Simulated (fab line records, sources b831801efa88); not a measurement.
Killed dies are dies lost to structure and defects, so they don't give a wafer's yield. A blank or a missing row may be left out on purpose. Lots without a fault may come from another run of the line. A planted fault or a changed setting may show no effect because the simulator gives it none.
A struck lot beside a sound one | flow gf180mcu | 16 steps out of a route of 602
Sound: wafers L619.2, L619.4, L619.6. Struck: wafers L615.1, L615.4, L615.6. The cause comes at the end.
At each step with rows: each side's tool, then ch and its chambers, then its first start. Under that, the readings that differ: sound wafers | struck wafers | difference of the means | sigmas: that difference in standard deviations of wafers without a fault.
alike: readings whose means differ by less than 2 such deviations, and words and numbers that are the same on both sides. not compared: withheld readings, readings that some wafer has no value for, bounds like >300 that may hide the same value, and numbers for which the record gives no deviation and whose values overlap.
The two part at a step that has a row with sigmas, a row that says differs or no value, or rows on one side only. Numbers that don't overlap but have no deviation are shown without sigmas and don't part them. A reading that every wafer of one side lacks parts them only if that side has two wafers or more.

GF_MIM_STRIP_20: strips in O2/N2.
  sound on plasma_asher-04 ch 0,1, day 30 23:08; struck on plasma_asher-03 ch 0, day 29 16:29
  alike: drypump_motor_current_A, heater_power_w, oes_product_au, strip_time_to_endpoint_s
  not compared: rf_hours_counter_h
then, 9 steps without rows for these wafers: GF_MIM_STRIP_21 (strips in post etch residue remover, time 1200 s); GF_MIM_CLEAN_22 (cleans in DIW); GF_M5_DEHYDRATE_00 (time 60 s); GF_M5_HMDS_01 (prime time 60 s); GF_M5_COAT_02 (resist thk 1000 nm); GF_M5_SOFTBAKE_03 (time 60 s); GF_M5_EXPOSE_04 (exposes mask Metal5, target cd 280 nm); GF_M5_PEB_05 (peb time 90 s); GF_M5_DEVELOP_06 (develop time 60 s).
GF_M5_CD_MEAS_07: target cd 280 nm.
  sound on cd_sem-01, day 31 16:52; struck on cd_sem-02, day 30 11:35
  alike: cd_nm
GF_M5_OVL_MEAS_08:
  sound on overlay-01, day 31 16:58; struck on overlay-02, day 30 11:43
  alike: M5_OVL
GF_M5_ETCH_09: etches Si3N4 in CF4/O2, target depth 52 nm, time 11.6 s.
  sound on rie_diel-01 ch 1,2, day 31 16:59; struck on rie_diel-01 ch 0,1,2, day 30 11:44
  no value came back on the struck wafers for any of 6 readings (O2_flow_sccm (sccm), bias_w (W) and others); on the sound wafers O2_flow_sccm (sccm) reads 9.99 10.07 10.02
  reading                             | sound           | struck            | difference | sigmas
  model.KrF_of_M5_COAT_02.thk_nm (nm) | 956 953.5 950.5 | 990.3 988.1 985.5 | +34.6      |
  not compared: rf_hours_counter_h
GF_M5_METAL_ETCH_10: etches the open film in Cl2/BCl3, stops on SiO2, target depth 627.5 nm, time 104.6 s.
  sound on rie_metal-01 ch 1, day 31 17:01; struck on rie_metal-04 ch 0,1, day 30 11:46
  reading                             | sound             | struck            | difference | sigmas
  model.KrF_of_M5_COAT_02.thk_nm (nm) | 702.7 700.7 698.6 | 738.9 737.5 734.6 | +36.3      |
  alike: bcl3_flow_sccm, bias_w, drypump_motor_current_A, oes_product_au, throttle_valve_pct
  not compared: rf_hours_counter_h
GF_M5_STRIP_11: strips in O2/N2.
  sound on plasma_asher-04 ch 0,1, day 31 17:08; struck on plasma_asher-01 ch 0,1, day 30 11:53
  reading                      | sound             | struck            | difference | sigmas
  oes_product_au (a.u.)        | 0.547 0.541 0.544 | 0.567 0.555 0.560 | +0.017     | +4
  strip_time_to_endpoint_s (s) | 7.56 7.54 7.51    | 7.90 7.90 7.86    | +0.35      | +12
  alike: drypump_motor_current_A, heater_power_w
  not compared: rf_hours_counter_h
then, 1 step without rows for these wafers: GF_M5_STRIP_12 (strips in post etch residue remover, time 1200 s).

WHERE THEY PART
First at GF_M5_ETCH_09; last, within this record, at GF_M5_STRIP_11.

WHY: what the simulator had put in
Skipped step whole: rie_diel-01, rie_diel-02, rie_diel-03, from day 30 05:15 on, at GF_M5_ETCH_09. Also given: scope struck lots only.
